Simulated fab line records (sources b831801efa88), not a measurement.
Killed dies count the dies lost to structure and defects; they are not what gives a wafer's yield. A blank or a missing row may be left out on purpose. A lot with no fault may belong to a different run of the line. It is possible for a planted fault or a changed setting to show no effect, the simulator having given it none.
Which tool did it? + flow sky130 + 10 lots, 30 wafers sampled, at 7 steps of a route of 708

WHAT EACH GAUGE READ, for each wafer
SKY_CAP2M_RS_MEAS_03: measures by four-point-probe.
| lot  | measured     | on            | CAP2M_TIN_RS (ohm/sq) |
|------|--------------|---------------|-----------------------|
| L260 | day 39 10:10 | film_metro-01 | 6.80 6.81 6.81        |
| L262 | day 40 05:42 | film_metro-01 | 6.87 6.97 6.98        |
| L263 | day 40 10:08 | film_metro-02 | 6.99 6.88 6.95        |
| L264 | day 41 06:22 | film_metro-03 | 6.84 6.90 6.96        |
| L265 | day 41 11:04 | film_metro-02 | 7.05 7.09 6.98        |
| L267 | day 41 22:37 | film_metro-02 | 6.82 6.94 6.92        |
| L269 | day 42 18:11 | film_metro-03 | 6.92 7.01 6.87        |
| L274 | day 43 21:41 | film_metro-02 | 6.90 9.82 6.86        |
| L282 | day 46 11:06 | film_metro-03 | 6.95 6.94 6.85        |
| L280 | day 46 14:27 | film_metro-03 | 6.97 7.00 6.99        |

SKY_CAP2M_THK_MEAS_04: measures by xrf.
| lot  | measured     | on            | CAP2M_TIN_THK (nm) |
|------|--------------|---------------|--------------------|
| L260 | day 39 10:15 | film_metro-01 | 200.6 201.0 200.9  |
| L262 | day 40 05:49 | film_metro-01 | 199.0 197.7 197.3  |
| L263 | day 40 10:16 | film_metro-02 | 198.6 201.9 199.4  |
| L264 | day 41 06:29 | film_metro-03 | 200.0 200.5 197.3  |
| L265 | day 41 11:11 | film_metro-02 | 195.9 194.8 198.0  |
| L267 | day 41 22:44 | film_metro-02 | 202.8 199.8 199.9  |
| L269 | day 42 18:19 | film_metro-03 | 198.3 196.4 200.4  |
| L274 | day 43 21:48 | film_metro-02 | 200.2 158.0 201.4  |
| L282 | day 46 11:13 | film_metro-03 | 198.8 198.8 201.0  |
| L280 | day 46 14:34 | film_metro-03 | 197.6 197.9 196.4  |

SKY_METAL4_CD_MEAS_13: target cd 300 nm.
| lot  | measured     | on        | cd_nm (nm)        |
|------|--------------|-----------|-------------------|
| L260 | day 41 11:52 | cd_sem-02 | 299.8 300.1 301.0 |
| L262 | day 42 05:47 | cd_sem-02 | 299.1 299.4 300.1 |
| L263 | day 42 11:22 | cd_sem-02 | 299.0 300.8 300.0 |
| L264 | day 43 06:16 | cd_sem-01 | 301.3 298.6 301.3 |
| L265 | day 43 10:44 | cd_sem-02 | 299.4 300.1 301.3 |
| L267 | day 43 21:59 | cd_sem-01 | 300.6 299.3 300.7 |
| L269 | day 44 15:25 | cd_sem-02 | 301.5 302.0 302.2 |
| L274 | day 45 16:38 | cd_sem-02 | 301.5 300.6 301.1 |
| L282 | day 48 02:40 | cd_sem-02 | 296.6 298.7 296.9 |
| L280 | day 48 06:19 | cd_sem-01 | 299.8 301.1 300.5 |

WHAT TOOL EACH LOT RAN ON (gives the tool, then ch and the chambers of the sampled wafers, and finally the start)
| lot  | SKY_VIA2_CMP_02               | SKY_METAL3_SPUTTER_00        | SKY_CAP2M_SPUTTER_02         | SKY_CAP2M_METAL_ETCH_13           |
|------|-------------------------------|------------------------------|------------------------------|-----------------------------------|
| L260 | cmp-01 ch 0,1, day 34 19:43   | pvd_sputter-02, day 35 23:59 | pvd_sputter-01, day 39 09:59 | rie_metal-04 ch 0,1, day 40 10:46 |
| L262 | cmp-01 ch 0,2,3, day 35 15:58 | pvd_sputter-02, day 36 21:04 | pvd_sputter-02, day 40 05:34 | rie_metal-02 ch 0,1, day 41 05:48 |
| L263 | cmp-02 ch 1,2, day 35 22:10   | pvd_sputter-03, day 37 02:03 | pvd_sputter-02, day 40 10:02 | rie_metal-04 ch 0,1, day 41 10:37 |
| L264 | cmp-01 ch 1,2, day 36 18:11   | pvd_sputter-01, day 37 23:52 | pvd_sputter-02, day 41 06:16 | rie_metal-02 ch 0,1, day 42 06:06 |
| L265 | cmp-02 ch 0,1,2, day 37 01:05 | pvd_sputter-02, day 38 04:15 | pvd_sputter-02, day 41 10:58 | rie_metal-04 ch 0,1, day 42 11:03 |
| L267 | cmp-02 ch 0,2,3, day 37 15:32 | pvd_sputter-03, day 38 18:05 | pvd_sputter-03, day 41 22:31 | rie_metal-02 ch 0,1, day 42 22:21 |
| L269 | cmp-02 ch 0,1,3, day 38 08:55 | pvd_sputter-02, day 39 12:51 | pvd_sputter-02, day 42 18:05 | rie_metal-04 ch 0,1, day 43 17:24 |
| L274 | cmp-02 ch 1,2,3, day 39 15:53 | pvd_sputter-01, day 40 18:53 | pvd_sputter-02, day 43 21:34 | rie_metal-04 ch 0, day 44 18:36   |
| L282 | cmp-01 ch 1,2, day 42 11:54   | pvd_sputter-03, day 43 13:35 | pvd_sputter-03, day 46 10:59 | rie_metal-03 ch 0,1, day 47 06:40 |
| L280 | cmp-01 ch 0,1,2, day 42 17:05 | pvd_sputter-03, day 43 17:59 | pvd_sputter-01, day 46 14:20 | rie_metal-04 ch 1, day 47 10:00   |
- SKY_VIA2_CMP_02: polishes SiO2.
- SKY_METAL3_SPUTTER_00: material Ti, target thk 15 nm, time 10 s.
- SKY_CAP2M_SPUTTER_02: material TiN, target thk 200 nm, time 166.7 s.
- SKY_CAP2M_METAL_ETCH_13: etches TiN in Cl2/BCl3, stops on SiO2, target depth 220 nm, time 62.9 s.

AS READ BY THE TOOLS THEMSELVES (means over the sampled wafers that have a number; for cases with no such wafer, the mark the record gives instead)
SKY_VIA2_CMP_02.
| lot  | tool   | edge_zone_pressure_frac | motor_current_A (A) |
|------|--------|-------------------------|---------------------|
| L260 | cmp-01 | 1.000                   | 13.7                |
| L262 | cmp-01 | 1.003                   | 12.5                |
| L263 | cmp-02 | 0.998                   | 12.1                |
| L264 | cmp-01 | 0.998                   | 12.0                |
| L265 | cmp-02 | 1.004                   | 12.0                |
| L267 | cmp-02 | 1.001                   | 13.6                |
| L269 | cmp-02 | 0.998                   | 12.0                |
| L274 | cmp-02 | 0.993                   | 12.8                |
| L282 | cmp-01 | 0.998                   | 12.6                |
| L280 | cmp-01 | 0.999                   | 12.9                |

SKY_METAL3_SPUTTER_00.
| lot  | tool           | throttle_valve_pct (%) |
|------|----------------|------------------------|
| L260 | pvd_sputter-02 | 29.3                   |
| L262 | pvd_sputter-02 | 29.6                   |
| L263 | pvd_sputter-03 | 30.1                   |
| L264 | pvd_sputter-01 | 30.4                   |
| L265 | pvd_sputter-02 | 29.7                   |
| L267 | pvd_sputter-03 | 29.9                   |
| L269 | pvd_sputter-02 | 30.2                   |
| L274 | pvd_sputter-01 | 31.1                   |
| L282 | pvd_sputter-03 | 30.1                   |
| L280 | pvd_sputter-03 | 30.3                   |

SKY_CAP2M_SPUTTER_02.
| lot  | tool           | substrate_temp_c (C) | throttle_valve_pct (%) |
|------|----------------|----------------------|------------------------|
| L260 | pvd_sputter-01 | 300.30               | 31.0                   |
| L262 | pvd_sputter-02 | 299.92               | 29.5                   |
| L263 | pvd_sputter-02 | 299.80               | 29.2                   |
| L264 | pvd_sputter-02 | 300.06               | 29.8                   |
| L265 | pvd_sputter-02 | 300.04               | 29.4                   |
| L267 | pvd_sputter-03 | 300.11               | 30.6                   |
| L269 | pvd_sputter-02 | 300.01               | 29.7                   |
| L274 | pvd_sputter-02 | 299.92               | 30.2                   |
| L282 | pvd_sputter-03 | 299.88               | 30.9                   |
| L280 | pvd_sputter-01 | 299.97               | 31.0                   |

SKY_CAP2M_METAL_ETCH_13.
| lot  | tool         | drypump_motor_current_A (A) | oes_product_au (a.u.) | throttle_valve_pct (%) |
|------|--------------|-----------------------------|-----------------------|------------------------|
| L260 | rie_metal-04 | 5.1                         | 0.950                 | 21.895                 |
| L262 | rie_metal-02 | 6.0                         | 0.942                 | 21.908                 |
| L263 | rie_metal-04 | 5.1                         | 0.935                 | 21.894                 |
| L264 | rie_metal-02 | 6.0                         | 0.941                 | 21.897                 |
| L265 | rie_metal-04 | 5.1                         | 0.928                 | 21.912                 |
| L267 | rie_metal-02 | 6.3                         | 0.944                 | 21.905                 |
| L269 | rie_metal-04 | 5.0                         | 0.936                 | 21.911                 |
| L274 | rie_metal-04 | 5.0                         | 0.901                 | 21.929                 |
| L282 | rie_metal-03 | 5.5                         | 0.940                 | 21.900                 |
| L280 | rie_metal-04 | 5.2                         | 0.934                 | 21.900                 |

THE ANSWER, worked out from the rows above alone
Rule: the lots themselves supply what counts as usual. Put in order of their means at a reading, lots are off if they are a third of the lots or fewer, leave a main group of 4 or more, and stand apart from it by a gap of 3 or more times the standard deviation of the main group's means; of several such gaps the widest counts. If all means in a main group match to the digits the tables above print for the reading, that group is not used. Also off: a lot with no number at a reading for which 4 or more lots have one. The other lots that the step has rows for count as sound. After the gauges, taken in route order, come the tools' own readings; for these a lot's mean is taken, as printed above. The first step at which some lot is off is used, and at that step the reading that is off furthest; a lot without a number counts as furthest.
Off: L274, seen at SKY_CAP2M_RS_MEAS_03 (CAP2M_TIN_RS). The main group: mean 6.93 ohm/sq, standard deviation 0.061.
A tool fits if, at a process step before that reading, it ran every lot that is off, and no sound lot after the first of them. Not tried: the gauges at SKY_CAP2M_RS_MEAS_03; whatever is off there is also off at SKY_CAP2M_METAL_ETCH_13, on other tools, and gauge error can't account for it. Can't be told from this: 3 tools fit, cmp-02 at SKY_VIA2_CMP_02, pvd_sputter-01 at SKY_METAL3_SPUTTER_00, pvd_sputter-02 at SKY_CAP2M_SPUTTER_02.

WHAT THE SIMULATOR PUT IN
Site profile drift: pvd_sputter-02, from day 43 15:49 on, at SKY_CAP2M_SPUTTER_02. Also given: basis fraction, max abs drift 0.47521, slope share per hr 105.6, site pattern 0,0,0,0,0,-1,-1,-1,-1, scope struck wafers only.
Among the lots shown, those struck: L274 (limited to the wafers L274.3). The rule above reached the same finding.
